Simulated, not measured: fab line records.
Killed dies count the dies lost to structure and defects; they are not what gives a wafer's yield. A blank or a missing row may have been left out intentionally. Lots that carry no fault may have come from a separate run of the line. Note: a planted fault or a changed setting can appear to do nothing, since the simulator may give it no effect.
Struck lot and sound lot, side by side ; flow sky130 ; 16 out of 708 route steps
Sound: wafers L891.2, L891.3, L891.6. Wafers struck: L900.1, L900.3, L900.5. The cause is given at the end.
For every step that has rows: the tool of each side, followed by ch and its chambers, followed by its first start. Under that, the readings that differ: sound wafers ; struck wafers ; difference of the means ; sigmas: that difference in standard deviations of wafers without a fault.
alike: words and numbers the same on both sides, and readings whose means are apart by under 2 such deviations; not compared: readings that were withheld, readings missing a value for some wafer, numbers with overlapping values and no deviation given by the record, and bounds like >300 which may hide the same value.
A row with sigmas, a row that says differs or no value, or rows on one side alone: a step with any of these is where the two part. Numbers that have no deviation but don't overlap get no sigmas and don't part them. Lack of a reading on every wafer of one side parts them only where that side has two or more wafers.

first, 4 steps without rows for these wafers: SKY_LDD_N_IMPLANT_12; SKY_LDD_N_IMPLANT_13; SKY_LDD_N_IMPLANT_14; SKY_LDD_N_IMPLANT_15.
SKY_LDD_N_STRIP_16: strips in O2/N2.
  sound on plasmaAsher-01 ch 0,1, day 18 21:38; struck on plasmaAsher-04 ch 0,1, day 21 13:41
  alike: drypumpMotorCurrentA, oesProductAu, stripTimeToEndpointS
  not compared: rfHoursCounterH
SKY_LDD_N_TW_MEAS_17:
  sound: filmMetro-03 at day 18 21:44; struck: filmMetro-02 at day 21 13:47
  alike: LDD_N_TW
then, 6 steps without rows for these wafers: SKY_LDD_P_DEHYDRATE_00 (time 60 s); SKY_LDD_P_HMDS_01 (prime time 60 s); SKY_LDD_P_COAT_02 (resist thk 1140 nm); SKY_LDD_P_SOFTBAKE_03 (time 60 s); SKY_LDD_P_EXPOSE_04 (exposes mask PSDM, target cd 380 nm); SKY_LDD_P_PEB_05.
SKY_LDD_P_DEVELOP_06: develop time 60 s.
  sound on lithoTrack-02 ch 0, day 20 04:46; struck on lithoTrack-03 ch 0, day 22 20:16
SKY_LDD_P_CD_MEAS_07: target cd 380 nm.
  sound: cdSem-01 at day 20 04:55; struck: cdSem-02 at day 22 20:25
reading;sound;struck;difference;sigmas
cdNm (nm);378.7 379.9 377.0;396.4 395.7 395.9;+17.5;+7
SKY_LDD_P_OVL_MEAS_08:
  sound: overlay-01 at day 20 05:01; struck: overlay-01 at day 22 20:32
reading;sound;struck;difference;sigmas
LDD_P_OVL (nm);1.6 0.6 3.8;-2.1 -2.9 -3.3;-4.8;-2
then, 1 step without rows for these wafers: SKY_PAD_OPEN_PROBE_99.

WHERE THEY PART
First at SKY_LDD_P_CD_MEAS_07; last, within this record, at SKY_LDD_P_OVL_MEAS_08.

WHY: whatever the simulator had introduced
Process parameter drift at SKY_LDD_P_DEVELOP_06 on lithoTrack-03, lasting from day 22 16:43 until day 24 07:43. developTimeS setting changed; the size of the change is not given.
